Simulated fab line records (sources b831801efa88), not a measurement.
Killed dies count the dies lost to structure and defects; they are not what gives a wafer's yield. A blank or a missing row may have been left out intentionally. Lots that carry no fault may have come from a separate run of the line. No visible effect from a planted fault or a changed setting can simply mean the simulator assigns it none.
fab line records	flow gf180mcu
[record] lots = 6	wafers = 18	last_day = 33
route steps=602 shown V5@555 TOP_METAL@567
lots with no fault: from the same line, run without faults
start_h: start of the lot's first displayed wafer, in hours after the record's first day	wait_h: hours since the lot's step before	" repeats the value in the row above	L1.1+2: a single row standing in for several wafers	- no value, or no start was given	* or withheld: withheld	< > ~ a bound
route shown NAME@n: names a module that has steps shown in the file, with the first one's number in the route	usual: mean/standard deviation taken from wafers without a fault	same: alike in all rows	chamber/n: place in a boat	sites: each site's reading	_std_site: their standard deviation	_edge_site: outer sites' mean less inner sites'	radius_mm: for every site, how far away it sits from the centre of the wafer	mask NAME#n: copy n	behind: tool/chamber where the wafer was last shaped	hold: why the lot went on hold/how many hours it stayed there/how the hold came to an end	device: the transistor (n, p or np) that didn't switch	end of line: tests of these same wafers at the route's end	step lacking rows: just its recipe	killed: the dies lost at the first sort to structure and to defects; this is not the yield of the wafer	map: a wafer's dies, x killed, . not, _ none there
set.NAME: setting as actually run; set.NAME@STEP: the setting as run at that earlier step	model.NAME: the simulator's own value behind a step, which no gauge read
lots at some steps of the route; a table a step, a row a wafer
services: a tool's chamber out of use, with start hour (start_h, from the record's first day; less than 0 if before it), hours out, and reason
[[steps]]
[step GF_V5_OVL_MEAS_15]
[usual] V5_OVL = -1/5.3
lot.wafer	tool	chamber	start_h	wait_h	V5_OVL[nm]
L227.2	overlay-02	-	660.23	0.1	-4
L227.3	"	-	"	"	7
L227.4	"	-	"	"	-2
L237.1	overlay-02	-	733.70	0.1	11
L237.2	"	-	"	"	3
L237.4	"	-	"	"	-3
L238.4	overlay-02	-	734.36	0.1	-2
L238.5	"	-	"	"	-9
L238.6	"	-	"	"	-3
L239.1	overlay-01	-	747.25	0.1	-3
L239.2	"	-	"	"	3
L239.5	"	-	"	"	0
L243.1	overlay-02	-	764.04	0.1	-9
L243.5	"	-	"	"	-6
L243.6	"	-	"	"	-2
L242.1	overlay-01	-	765.40	0.1	1
L242.2	"	-	"	"	7
L242.5	"	-	"	"	0
[step GF_V5_ETCH_16]
[recipe] chemistry = N2/H2	target_depth_a = withheld	overetch_a = withheld	time_s = withheld	target = BARC	ion_energy_ev = 200	source_w = 500	bias_w = 100	pressure_mtorr = 30	n2_flow_sccm = 100	h2_flow_sccm = 200
[step GF_V5_ETCH_17]
[recipe] chemistry = C4F8/O2/Ar	mask_material = KrF	target = SiO2	stop_on = TiN	source_w = 1500	bias_w = 1200	pressure_mtorr = 40	c4f8_flow_sccm = withheld	O2_flow_sccm = 6	Ar_flow_sccm = 300	time_s = withheld	target_depth_a = 8550
[step GF_V5_STRIP_18]
[recipe] chemistry = O2/N2	power_w = 1400	pressure_mtorr = 1500	platen_temp_c = 250	o2_flow_sccm = 3000	n2_flow_sccm = 300	overash_fraction = 0.5
[usual] chamber_pressure_mTorr = 1500.1/1.5	drypump_motor_current_A = 5.5/0.66	heater_power_w = 333/36	oes_product_au = 0.569/0.005
lot.wafer	tool	chamber	start_h	wait_h	chamber_pressure_mTorr	drypump_motor_current_A	heater_power_w	oes_product_au	rf_hours_counter_h
L227.2	plasma_asher-01	1	660.41	-	1499.3	6.1	349	0.575	62
L227.3	"	0	"	"	1499.1	4.9	331	0.574	-
L227.4	"	1	"	"	1499.1	6.1	353	0.570	-
L237.1	plasma_asher-04	1	733.89	-	1502.6	6.5	339	0.567	85
L237.2	"	0	"	"	1502.3	5.0	283	0.567	85
L237.4	"	1	"	"	1499.5	6.5	345	0.579	-
L238.4	plasma_asher-04	1	734.56	-	1503.3	6.5	329	0.567	-
L238.5	"	0	"	"	1499.5	5.0	288	0.565	-
L238.6	"	1	"	"	1498.2	6.5	342	0.567	-
L239.1	plasma_asher-04	0	747.44	-	1500.8	5.0	279	0.560	86
L239.2	"	1	"	"	1498.9	6.5	332	0.566	86
L239.5	"	1	"	"	1502.1	6.5	327	0.564	-
L243.1	plasma_asher-04	1	764.23	-	1499.5	6.5	330	0.571	87
L243.5	"	0	"	"	1498.1	5.0	272	0.572	-
L243.6	"	1	"	"	1499.4	6.5	338	0.573	-
L242.1	plasma_asher-03	1	765.59	-	1501.5	5.1	391	0.572	3
L242.2	"	0	"	"	1498.2	5.0	339	0.565	3
L242.5	"	1	"	"	1499.3	5.1	388	0.576	-
[step GF_V5_STRIP_19]
[recipe] chemistry = post_etch_residue_remover	time_s = 1200	temp_c = 72.5
[step GF_V5_CLEAN_20]
[recipe] chemistry = DIW	dry = n2_spin
[step GF_V5_SPUTTER_21]
[recipe] material = Ti	target_thk_nm = 15	chamber_pressure_pa = 5	power_w = 2500	substrate_temp_c = 200	time_s = 80.02
[usual] cathode_dc_power_W = 2500.0/0.42	chamber_pressure_pa = 5.000/0.01	throttle_valve_pct = 29.7/1
[same] time_s = 80.02
lot.wafer	tool	chamber	start_h	wait_h	cathode_dc_power_W	chamber_pressure_pa	throttle_valve_pct
L227.2	pvd_sputter-01	-	660.95	0.0	2499.3	5.003	28.7
L227.3	"	-	"	"	2500.3	4.992	29.0
L227.4	"	-	"	"	2500.0	5.001	31.0
L237.1	pvd_sputter-01	-	734.43	0.0	2500.2	5.010	31.2
L237.2	"	-	"	"	2500.5	4.994	29.2
L237.4	"	-	"	"	2499.9	5.006	28.6
L238.4	pvd_sputter-04	-	735.10	0.0	2500.4	5.010	30.5
L238.5	"	-	"	"	2500.0	4.990	28.9
L238.6	"	-	"	"	2500.3	5.009	28.8
L239.1	pvd_sputter-02	-	748.01	0.0	2500.2	4.989	30.6
L239.2	"	-	"	"	2500.1	4.999	29.6
L239.5	"	-	"	"	2499.6	4.997	29.2
L243.1	pvd_sputter-01	-	764.76	0.0	2499.9	4.993	29.0
L243.5	"	-	"	"	2499.9	5.017	31.2
L243.6	"	-	"	"	2499.8	5.006	28.7
L242.1	pvd_sputter-01	-	766.22	0.0	2500.1	4.984	31.0
L242.2	"	-	"	"	2499.9	5.006	28.5
L242.5	"	-	"	"	2499.4	5.012	28.4
[step GF_V5_SPUTTER_22]
[recipe] material = TiN	target_thk_nm = 10	chamber_pressure_pa = 5	power_w = 4000	time_s = 40
[step GF_V5_CVD_23]
[recipe] material = W	target_thk_nm = 350	time_s = 104.9	temp_c = 400	pressure_torr = 40
[usual] heater_power_outer_w = 534/48	heater_power_w = 833/99	susceptor_temp_C = 399.97/0.2
[same] time_s = 104.9
lot.wafer	tool	chamber	start_h	wait_h	heater_power_outer_w	heater_power_w	susceptor_temp_C
L227.2	cvd_w-01	1	661.05	0.0	563	944	400.09
L227.3	"	0	"	"	573	852	399.68
L227.4	"	1	"	"	556	930	400.31
L237.1	cvd_w-02	1	734.53	0.0	467	686	399.61
L237.2	"	0	"	"	501	804	399.79
L237.4	"	1	"	"	461	697	400.27
L238.4	cvd_w-02	1	735.23	0.1	458	661	399.86
L238.5	"	1	"	"	461	666	399.87
L238.6	"	0	"	"	503	784	400.20
L239.1	cvd_w-02	0	748.11	0.0	513	784	400.26
L239.2	"	1	"	"	471	672	400.04
L239.5	"	0	"	"	496	791	400.42
L243.1	cvd_w-01	1	764.86	0.0	578	927	400.15
L243.5	"	0	"	"	590	861	400.16
L243.6	"	1	"	"	560	967	399.99
L242.1	cvd_w-01	1	766.32	0.0	561	936	400.13
L242.2	"	0	"	"	580	840	400.04
L242.5	"	1	"	"	573	960	400.12
[step GF_V5_RS_MEAS_24]
[recipe] thk_meas_gauge = four-point-probe	reads = W_of_V5_CVD_23+TiN_of_V5_SPUTTER_22+Ti_of_V5_SPUTTER_21
[usual] V5_W_RS = 0.329/0.0039
lot.wafer	tool	chamber	start_h	wait_h	V5_W_RS[ohm/sq]
L227.2	film_metro-02	-	661.18	0.1	0.332
L227.3	"	-	"	"	0.331
L227.4	"	-	"	"	0.333
L237.1	film_metro-02	-	734.65	0.1	0.330
L237.2	"	-	"	"	0.322
L237.4	"	-	"	"	0.333
L238.4	film_metro-01	-	735.37	0.1	0.334
L238.5	"	-	"	"	0.335
L238.6	"	-	"	"	0.326
L239.1	film_metro-03	-	748.22	0.1	0.326
L239.2	"	-	"	"	0.332
L239.5	"	-	"	"	0.327
L243.1	film_metro-02	-	764.98	0.1	0.327
L243.5	"	-	"	"	0.331
L243.6	"	-	"	"	0.326
L242.1	film_metro-02	-	766.43	0.1	0.329
L242.2	"	-	"	"	0.332
L242.5	"	-	"	"	0.330
[step GF_V5_THK_MEAS_25]
[recipe] thk_meas_gauge = xrf	reads = W_of_V5_CVD_23
[usual] V5_W_THK = 348/4.7
lot.wafer	tool	chamber	start_h	wait_h	V5_W_THK[nm]
L227.2	film_metro-02	-	661.29	0.1	347
L227.3	"	-	"	"	348
L227.4	"	-	"	"	345
L237.1	film_metro-02	-	734.77	0.1	345
L237.2	"	-	"	"	352
L237.4	"	-	"	"	344
L238.4	film_metro-01	-	735.46	0.1	342
L238.5	"	-	"	"	338
L238.6	"	-	"	"	351
L239.1	film_metro-03	-	748.34	0.1	349
L239.2	"	-	"	"	343
L239.5	"	-	"	"	348
L243.1	film_metro-02	-	765.10	0.1	352
L243.5	"	-	"	"	346
L243.6	"	-	"	"	353
L242.1	film_metro-02	-	766.55	0.1	350
L242.2	"	-	"	"	348
L242.5	"	-	"	"	350
[step GF_V5_CMP_26]
[recipe] stop_on = SiO2	down_force_psi = 3.5	platen_rpm = 60	t_overpolish_s = 15	target_thk_nm = 0	pad_velocity_m_s = 0.94248
[step GF_TOP_METAL_SPUTTER_00]
[recipe] material = Ti	target_thk_nm = 37.5	arriving_ion_energy_ev = 80	substrate_temp_c = 200	chamber_pressure_pa = 2	power_w = 4000	time_s = 150
[usual] cathode_dc_power_W = 3999.9/0.76	chamber_pressure_pa = 2.000/0.0038	throttle_valve_pct = 29.7/1.1	time_s = 150/0
lot.wafer	tool	chamber	start_h	wait_h	cathode_dc_power_W	chamber_pressure_pa	throttle_valve_pct	time_s
L227.2	pvd_sputter-01	-	661.64	0.2	3999.3	2.004	28.6	150
L227.3	"	-	"	"	4000.1	1.996	29.2	150
L227.4	"	-	"	"	4000.7	1.992	31.4	150
L237.1	pvd_sputter-03	-	735.13	0.1	-	-	-	-
L237.2	"	-	"	"	-	-	-	-
L237.4	"	-	"	"	-	-	-	-
L238.4	pvd_sputter-01	-	735.79	0.2	-	-	-	-
L238.5	"	-	"	"	-	-	-	-
L238.6	"	-	"	"	-	-	-	-
L239.1	pvd_sputter-01	-	749.02	0.2	3998.5	2.006	31.1	150
L239.2	"	-	"	"	4000.2	2.001	28.6	150
L239.5	"	-	"	"	4000.3	1.999	28.7	150
L243.1	pvd_sputter-01	-	765.46	0.2	3999.3	1.993	31.0	150
L243.5	"	-	"	"	4000.0	2.000	28.6	150
L243.6	"	-	"	"	4000.1	2.002	31.3	150
L242.1	pvd_sputter-01	-	766.91	0.2	4000.8	2.000	29.0	150
L242.2	"	-	"	"	4000.9	1.996	29.0	150
L242.5	"	-	"	"	4000.5	2.000	28.6	150
[step GF_TOP_METAL_SPUTTER_01]
[recipe] material = TiN	target_thk_nm = 30	power_w = 6500	time_s = 25	chamber_pressure_pa = 0.4
[step GF_TOP_METAL_SPUTTER_02]
[recipe] material = AlCu	target_thk_nm = 900	power_w = 10600	chamber_pressure_pa = 0.3	substrate_temp_c = 250	gas = Ar	time_s = 47.82
[step GF_TOP_METAL_SPUTTER_03]
[recipe] material = Ti	target_thk_nm = 5	substrate_temp_c = 300	chamber_pressure_pa = 0.3	power_w = 3000	time_s = 3.3
[usual] cathode_dc_power_W = 2999.9/0.57	chamber_pressure_pa = 0.3000/0.00059	throttle_valve_pct = 29.7/1.1
[same] time_s = 3.3
lot.wafer	tool	chamber	start_h	wait_h	cathode_dc_power_W	chamber_pressure_pa	throttle_valve_pct
L227.2	pvd_sputter-01	-	661.81	0.0	3000.3	0.2988	28.5
L227.3	"	-	"	"	2999.0	0.3008	28.8
L227.4	"	-	"	"	3000.4	0.2998	31.4
L237.1	pvd_sputter-03	-	735.30	0.0	3000.8	0.2995	30.1
L237.2	"	-	"	"	3000.3	0.2996	28.2
L237.4	"	-	"	"	2999.7	0.2994	31.3
L238.4	pvd_sputter-01	-	735.96	0.0	3000.5	0.3006	28.7
L238.5	"	-	"	"	2998.8	0.3007	28.9
L238.6	"	-	"	"	3001.0	0.2996	28.7
L239.1	pvd_sputter-01	-	749.19	0.0	3000.6	0.3004	31.2
L239.2	"	-	"	"	2999.6	0.2995	28.8
L239.5	"	-	"	"	3000.1	0.3007	28.8
L243.1	pvd_sputter-01	-	765.63	0.0	2999.6	0.2989	31.1
L243.5	"	-	"	"	3001.6	0.3005	28.8
L243.6	"	-	"	"	3000.3	0.2999	31.0
L242.1	pvd_sputter-01	-	767.08	0.0	3000.5	0.3010	28.7
L242.2	"	-	"	"	3000.6	0.2999	29.1
L242.5	"	-	"	"	2999.8	0.3004	28.8
[step GF_TOP_METAL_SPUTTER_04]
[recipe] material = TiN	target_thk_nm = 25	power_w = 6500	time_s = 20.8	chamber_pressure_pa = 0.4
[usual] cathode_dc_power_W = 6500.0/1.2	chamber_pressure_pa = 0.4000/0.00075	throttle_valve_pct = 29.7/1.1
[same] time_s = 20.8
lot.wafer	tool	chamber	start_h	wait_h	cathode_dc_power_W	chamber_pressure_pa	throttle_valve_pct
L227.2	pvd_sputter-01	-	661.83	0.0	6501.3	0.4006	28.6
L227.3	"	-	"	"	6500.8	0.4010	29.0
L227.4	"	-	"	"	6500.4	0.3995	31.2
L237.1	pvd_sputter-03	-	735.32	0.0	6500.0	0.3999	30.1
L237.2	"	-	"	"	6499.4	0.4000	28.1
L237.4	"	-	"	"	6498.4	0.4011	31.2
L238.4	pvd_sputter-01	-	735.98	0.0	6501.3	0.3993	28.8
L238.5	"	-	"	"	6498.7	0.4008	29.0
L238.6	"	-	"	"	6499.4	0.4009	28.5
L239.1	pvd_sputter-01	-	749.21	0.0	6500.9	0.4004	31.1
L239.2	"	-	"	"	6499.6	0.3992	29.2
L239.5	"	-	"	"	6498.4	0.4006	28.6
L243.1	pvd_sputter-01	-	765.65	0.0	6500.3	0.3983	31.0
L243.5	"	-	"	"	6502.3	0.4000	28.9
L243.6	"	-	"	"	6500.0	0.4004	31.2
L242.1	pvd_sputter-01	-	767.10	0.0	6499.2	0.3993	28.7
L242.2	"	-	"	"	6499.9	0.3990	28.7
L242.5	"	-	"	"	6499.9	0.3993	28.9
[step GF_TOP_METAL_DEHYDRATE_07]
[recipe] temp_c = 200	time_s = 60
[step GF_TOP_METAL_HMDS_08]
[recipe] prime_time_s = 60	prime_temp_c = 120
[step GF_TOP_METAL_COAT_09]
[recipe] resist = NOVOLAK	spin_rpm = 3000	resist_thk_nm = 1500
[step GF_TOP_METAL_SOFTBAKE_10]
[recipe] temp_c = 90	time_s = 60	resist = NOVOLAK
[step GF_TOP_METAL_EXPOSE_11]
[recipe] mask_id = MetalTop	target_cd_nm = 440	na = 0.6	source_shape = conventional	sigma_outer = 0.6	dose_mj = 170
[step GF_TOP_METAL_PEB_12]
[recipe] temp_c = withheld	time_s = *	resist = NOVOLAK
[step GF_TOP_METAL_DEVELOP_13]
[recipe] develop_time_s = 60	dev_temp_c = 23
[step GF_TOP_METAL_CD_MEAS_14]
[recipe] target_cd_nm = 440
[usual] cd_nm = 439.7/2.2
lot.wafer	tool	chamber	start_h	wait_h	cd_nm
L227.2	cd_sem-01	-	680.94	0.1	438.2
L227.3	"	-	"	"	438.0
L227.4	"	-	"	"	438.8
L237.1	cd_sem-02	-	752.58	0.1	439.7
L237.2	"	-	"	"	438.4
L237.4	"	-	"	"	441.9
L238.4	cd_sem-01	-	752.80	0.1	433.1
L238.5	"	-	"	"	434.7
L238.6	"	-	"	"	434.1
L239.1	cd_sem-01	-	765.88	0.1	441.5
L239.2	"	-	"	"	440.2
L239.5	"	-	"	"	440.8
L243.1	cd_sem-01	-	781.54	0.1	440.8
L243.5	"	-	"	"	441.2
L243.6	"	-	"	"	440.7
L242.1	cd_sem-02	-	782.59	0.1	438.2
L242.2	"	-	"	"	440.7
L242.5	"	-	"	"	438.7
[step GF_TOP_METAL_OVL_MEAS_15]
[usual] TOP_METAL_OVL = 1.2/1.5
lot.wafer	tool	chamber	start_h	wait_h	TOP_METAL_OVL[nm]
L227.2	overlay-01	-	681.05	0.1	-0.5
L227.3	"	-	"	"	0.5
L227.4	"	-	"	"	1.1
L237.1	overlay-01	-	752.70	0.1	1.3
L237.2	"	-	"	"	0.8
L237.4	"	-	"	"	-1.3
L238.4	overlay-02	-	752.87	0.1	4.3
L238.5	"	-	"	"	3.1
L238.6	"	-	"	"	4.1
L239.1	overlay-02	-	766.00	0.1	0.5
L239.2	"	-	"	"	0.3
L239.5	"	-	"	"	1.9
L243.1	overlay-01	-	781.66	0.1	0.9
L243.5	"	-	"	"	2.6
L243.6	"	-	"	"	-0.2
L242.1	overlay-02	-	782.71	0.1	4.2
L242.2	"	-	"	"	1.9
L242.5	"	-	"	"	2.6
[step GF_TOP_METAL_METAL_ETCH_16]
[recipe] chemistry = Cl2/BCl3	mask_material = NOVOLAK	target_depth_nm = 1077.5	stop_on = SiO2	pressure_mtorr = 8	icp_w = 800	bias_w = 140	Cl2_flow_sccm = 80	bcl3_flow_sccm = 40	time_s = 179.6
[usual] chamber_pressure_mTorr = 8.000/0.0076	drypump_motor_current_A = 5.9/0.34	oes_product_au = 0.964/0.0074	rf_fwd_power_W = 796.1/2.5	throttle_valve_pct = 28.259/0.012
[same] time_s = 179.6
lot.wafer	tool	chamber	start_h	wait_h	chamber_pressure_mTorr	drypump_motor_current_A	oes_product_au	rf_fwd_power_W	rf_hours_counter_h	throttle_valve_pct
L227.2	rie_metal-02	0	681.08	0.0	8.000	5.8	0.957	795.9	1	28.262
L227.3	"	0	"	"	8.001	5.8	0.963	799.2	-	28.284
L227.4	"	1	"	"	7.997	5.8	0.960	797.5	-	28.263
L237.1	rie_metal-01	1	752.74	0.0	8.003	5.9	0.941	795.8	3	28.300
L237.2	"	0	"	"	8.007	5.5	0.943	798.6	9	28.292
L237.4	"	0	"	"	7.982	5.5	0.946	795.0	-	28.284
L238.4	rie_metal-04	1	752.95	0.1	8.007	6.5	0.952	792.7	-	28.271
L238.5	"	1	"	"	7.995	6.6	0.946	796.1	-	28.285
L238.6	"	0	"	"	8.001	5.6	0.939	799.1	-	28.282
L239.1	rie_metal-02	1	766.04	0.0	7.995	5.8	0.967	797.1	2	28.256
L239.2	"	0	"	"	8.002	5.8	0.963	796.9	6	28.244
L239.5	"	1	"	"	7.997	5.8	0.962	794.4	-	28.248
L243.1	rie_metal-02	1	781.69	0.0	7.994	5.8	0.977	794.6	3	28.251
L243.5	"	0	"	"	8.007	5.8	0.965	795.8	-	28.269
L243.6	"	1	"	"	8.002	5.8	0.961	796.0	-	28.252
L242.1	rie_metal-02	1	782.74	0.0	7.988	5.8	0.986	800.0	3	28.243
L242.2	"	0	"	"	7.996	5.8	0.974	794.0	7	28.253
L242.5	"	0	"	"	8.000	5.8	0.984	797.0	-	28.227
[step GF_TOP_METAL_STRIP_17]
[recipe] chemistry = O2/N2	power_w = 1400	pressure_mtorr = 1500	platen_temp_c = 250	o2_flow_sccm = 3000	n2_flow_sccm = 300	overash_fraction = 0.5
[[services]]
tool	chamber	start_h	hours	kind
cvd_w-01	-	640.61	0.3	repair
pvd_sputter-02	-	658.98	0.5	repair
cvd_w-01	0	663.44	9.8	repair
rie_metal-01	-	663.77	0.3	repair
pvd_sputter-01	2	680.72	-	consumable_replace:kit
pvd_sputter-01	2	680.72	18.0	scheduled_down
rie_metal-04	0	684.36	22.2	repair
rie_metal-02	1	687.79	15.0	repair
plasma_asher-04	-	692.81	6.7	repair
rie_metal-04	-	697.30	1.0	repair
rie_metal-04	1	703.09	1.1	repair
cvd_w-02	-	704.31	6.0	pm
cvd_w-01	-	728.19	0.6	repair
plasma_asher-01	-	732.86	4.4	repair
cvd_w-01	-	733.18	6.0	pm
plasma_asher-03	-	733.75	9.0	pm
pvd_sputter-02	-	734.33	1.0	repair
plasma_asher-04	-	753.79	9.4	repair
cvd_w-02	1	754.96	2.1	repair
rie_metal-04	-	760.22	0.8	repair
plasma_asher-01	-	766.82	1.7	repair
plasma_asher-03	-	771.14	1.2	repair
plasma_asher-01	-	771.19	12.4	repair
pvd_sputter-02	-	779.01	3.3	repair
[[key]]
[first_sign] step = GF_TOP_METAL_SPUTTER_00	reading = tool_record	direction = missing
[effect] step = GF_TOP_METAL_METAL_ETCH_16	reading = oes_product_au	direction = down	sigmas = 2.6	usual = 0.964	struck = 0.945
met_at GF_TOP_METAL_SPUTTER_00
struck_wafers L237.1,L237.2,L237.4,L238.4,L238.5,L238.6
later_rows_left_out L237.1,L237.2,L237.4,L238.4,L238.5,L238.6
sort_left_out L237.1,L237.2,L237.4,L238.4,L238.5,L238.6
onset_between 661.64 735.13
[fault] kind = skipped_step_whole	tool = pvd_sputter-01,pvd_sputter-03	chamber = -	onset_h = 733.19	steps = GF_TOP_METAL_SPUTTER_00	scope = struck_lots_only
// sort_left_out: the simulated sort isn't trusted on such a fault, so these wafers' sort isn't shown, and their yield isn't known
// later_rows_left_out: the simulator's readings of these wafers behind a module that went badly wrong aren't trusted and aren't shown, but for the sort
